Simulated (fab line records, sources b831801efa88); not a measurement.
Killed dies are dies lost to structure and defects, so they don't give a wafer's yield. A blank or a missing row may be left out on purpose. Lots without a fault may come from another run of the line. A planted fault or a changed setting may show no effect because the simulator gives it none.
Chamber matching | flow gf180mcu | GF_SAB_CVD_00 on pecvd-03: 3 sister chambers
The step deposits SiO2 from TEOS, target thk 50 nm, time 4.9302 s. 3 wafers are shown with their chamber, then 7 later ones without.

WAFERS WITH THEIR CHAMBER
wafer  | chamber | heater_power_w (W)
L184.1 | 2       | 643
L191.1 | 0       | 592
L191.2 | 1       | 698

WAFERS WITHOUT THEIR CHAMBER
wafer  | heater_power_w (W)
L191.6 | 596
L193.2 | 678
L193.3 | 808
L193.5 | 817
L195.2 | 736
L195.5 | 741
L195.6 | 700

WHICH CHAMBER EACH WENT THROUGH
wafer  | from the rows above          | in truth
L191.6 | can't be placed: 0 or 2 or 1 | 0
L193.2 | can't be placed: 1 or 2 or 0 | 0
L193.3 | can't be placed: 1 or 2 or 0 | 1
L193.5 | can't be placed: 1 or 2 or 0 | 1
L195.2 | can't be placed: 1 or 2 or 0 | 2
L195.5 | can't be placed: 1 or 2 or 0 | 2
L195.6 | can't be placed: 1 or 2 or 0 | 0
Placed correctly: 0 of 7. Can't be placed from these rows: 7 (the true chamber is among the candidates in 7). Placed wrongly: 0.
How it was worked out, from the rows above alone: a wafer's distance from a chamber is the root of the sum, over the readings, of the square of ((its reading less the chamber's mean) divided by the reading's scatter). The wafer belongs to the nearest chamber; if the next one is less than 2 further off, it can't be placed. A chamber's mean is the mean of its shown wafers. The scatter: with one shown wafer a chamber, the root of the mean of the squares of how far each hidden wafer lies from its nearest shown one.
